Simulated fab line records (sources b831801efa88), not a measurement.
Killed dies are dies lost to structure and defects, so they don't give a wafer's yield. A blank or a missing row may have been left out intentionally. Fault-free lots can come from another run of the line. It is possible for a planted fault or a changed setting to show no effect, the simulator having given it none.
Which tool is to blame? | flow sky130 | 12 lots, 36 wafers sampled, at 3 steps of a route of 708

## WHAT EACH GAUGE READ, for each wafer
SKY_POLY_CUT_OVL_MEAS_09. Usual: POLY_CUT_OVL gives 3 nm (standard deviation 4.8).
lot  | measured     | on         | POLY_CUT_OVL (nm) | flag
L797 | day 25 04:18 | overlay-01 | 4 -3 4            |
L798 | day 25 12:08 | overlay-01 | -1 2 1            |
L799 | day 26 01:48 | overlay-01 | -2 -4 -2          |
L801 | day 26 15:42 | overlay-02 | -1 -3 -3          |
L802 | day 26 17:23 | overlay-01 | 9 5 6             |
L803 | day 28 02:47 | overlay-01 | -3 2 0            |
L807 | day 28 17:44 | overlay-01 | -6 -3 3           |
L811 | day 30 01:25 | overlay-02 | 10 5 11           |
L814 | day 30 23:28 | overlay-02 | 8 1 6             |
L816 | day 31 17:53 | overlay-02 | 3 2 1             |
L817 | day 32 00:15 | overlay-02 | 1 4 0             |
L818 | day 32 01:32 | overlay-02 | 8 6 0             |

## WHAT TOOL EACH LOT RAN ON (gives the tool, then ch and the chambers of the sampled wafers, and finally the start)
lot  | SKY_FIELD_ISO_WET_ETCH_30      | SKY_DNWELL_STRIP_08
L797 | wet bench-01 ch 0, day 2 20:04 | plasma asher-01 ch 0,1, day 3 14:53
L798 | wet bench-03 ch 2, day 3 03:53 | plasma asher-04 ch 0,1, day 3 21:32
L799 | wet bench-01 ch 0, day 3 09:10 | plasma asher-03 ch 0,1, day 4 03:52
L801 | wet bench-03 ch 0, day 3 19:16 | plasma asher-01 ch 0,1, day 4 14:26
L802 | wet bench-02 ch 0, day 3 23:05 | plasma asher-03 ch 0,1, day 4 18:14
L803 | wet bench-01 ch 2, day 4 02:01 | plasma asher-03 ch 0,1, day 4 20:56
L807 | wet bench-03 ch 3, day 5 00:41 | plasma asher-01 ch 0, day 5 21:53
L811 | wet bench-03 ch 1, day 5 21:26 | plasma asher-03 ch 1, day 6 18:47
L814 | wet bench-01 ch 2, day 6 15:39 | plasma asher-03 ch 0,1, day 7 12:55
L816 | wet bench-01 ch 3, day 7 01:58 | plasma asher-04 ch 0,1, day 8 01:14
L817 | wet bench-01 ch 2, day 7 04:07 | plasma asher-03 ch 0,1, day 8 03:35
L818 | wet bench-01 ch 3, day 7 10:01 | plasma asher-03 ch 0,1, day 8 08:22
- SKY_FIELD_ISO_WET_ETCH_30: etches SiO2 in dHF, target depth 25 nm, time 50 s.
- SKY_DNWELL_STRIP_08: strips in O2/N2.

## AS READ BY THE TOOLS THEMSELVES (means over the sampled wafers that have a number; for cases with no such wafer, the mark the record gives instead)
SKY_FIELD_ISO_WET_ETCH_30. Usual: bath heat duty pct 6.2 %, standard deviation 0.71; run length s 78 s, standard deviation 3.1; temp c 25.00 C, standard deviation 0.11.
lot  | tool         | bath heat duty pct (%) | run length s (s) | temp c (C) | flag
L797 | wet bench-01 | 6.8                    | 77               | 25.11      |
L798 | wet bench-03 | 6.2                    | 76               | 25.12      |
L799 | wet bench-01 | 7.0                    | 77               | 24.94      |
L801 | wet bench-03 | 5.0                    | 84               | 25.03      |
L802 | wet bench-02 | 6.2                    | 84               | 24.88      |
L803 | wet bench-01 | 6.8                    | 76               | 24.95      |
L807 | wet bench-03 | 6.6                    | 113              | 24.92      | OFF
L811 | wet bench-03 | 5.8                    | 121              | 25.09      | OFF
L814 | wet bench-01 | 6.2                    | 76               | 24.92      |
L816 | wet bench-01 | 5.9                    | 75               | 25.11      |
L817 | wet bench-01 | 6.6                    | 77               | 25.17      |
L818 | wet bench-01 | 6.1                    | 75               | 25.04      |

SKY_DNWELL_STRIP_08. Usual: drypump motor current A 5.6 A, standard deviation 0.33; n2 flow sccm 300.0 sccm, standard deviation 0.89; oes product au 0.722 a.u., standard deviation 0.0045; strip time to endpoint s 36.89 s, standard deviation 0.08.
lot  | tool            | drypump motor current A (A) | n2 flow sccm (sccm) | oes product au (a.u.) | strip time to endpoint s (s) | flag
L797 | plasma asher-01 | 5.4                         | 299.7               | 0.725                 | 36.90                        |
L798 | plasma asher-04 | 5.3                         | 299.1               | 0.726                 | 36.87                        |
L799 | plasma asher-03 | 6.0                         | 300.1               | 0.723                 | 36.86                        |
L801 | plasma asher-01 | 5.3                         | 299.2               | 0.718                 | 36.92                        |
L802 | plasma asher-03 | 5.9                         | 301.1               | 0.723                 | 36.88                        |
L803 | plasma asher-03 | 6.0                         | 300.3               | 0.728                 | 36.91                        |
L807 | plasma asher-01 | 5.6                         | 299.5               | 0.717                 | 36.94                        |
L811 | plasma asher-03 | 6.1                         | 300.4               | 0.722                 | 36.79                        |
L814 | plasma asher-03 | 5.8                         | 300.1               | 0.729                 | 36.93                        |
L816 | plasma asher-04 | 5.3                         | 300.4               | 0.723                 | 37.03                        |
L817 | plasma asher-03 | 6.0                         | 298.9               | 0.719                 | 36.85                        |
L818 | plasma asher-03 | 5.8                         | 299.2               | 0.724                 | 36.75                        |

## THE ANSWER, worked out from the rows above alone
Rule: a lot is off if the mean of its wafers that have a number lies more than 3 standard deviations from the usual mean. A lot without any number at a reading at which 4 lots or more have one is off too. The other lots that the step has rows for count as sound. The gauges are gone through in route order, then the tools' own readings, and for those a lot's mean is taken as printed above. At the first step where some lot is off, the reading lying furthest off is the one used; lots without a number count as furthest.
Off at SKY_FIELD_ISO_WET_ETCH_30 (run length s): L807, L811.
A tool fits if, at that step or a process step before it, it ran every lot that is off, and no sound lot after the first of them. One fits: wet bench-03 at SKY_FIELD_ISO_WET_ETCH_30. Its last sound lot is L801 (day 3 19:16), its first lot that is off L807 (day 5 00:41): a fault that began between those two fits.
The tool's own readings at SKY_FIELD_ISO_WET_ETCH_30 bear it out: on the lots that are off they differ by more than 5 times the standard deviation of the sound lots' means. run length s reads 117 s there against 78 s on the sound lots.

## WHAT WAS PUT IN BY THE SIMULATOR
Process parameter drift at SKY_FIELD_ISO_WET_ETCH_30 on wet bench-03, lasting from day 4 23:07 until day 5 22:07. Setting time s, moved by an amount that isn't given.
Lots struck among those shown: L807, L811. The same result came from the rule above.
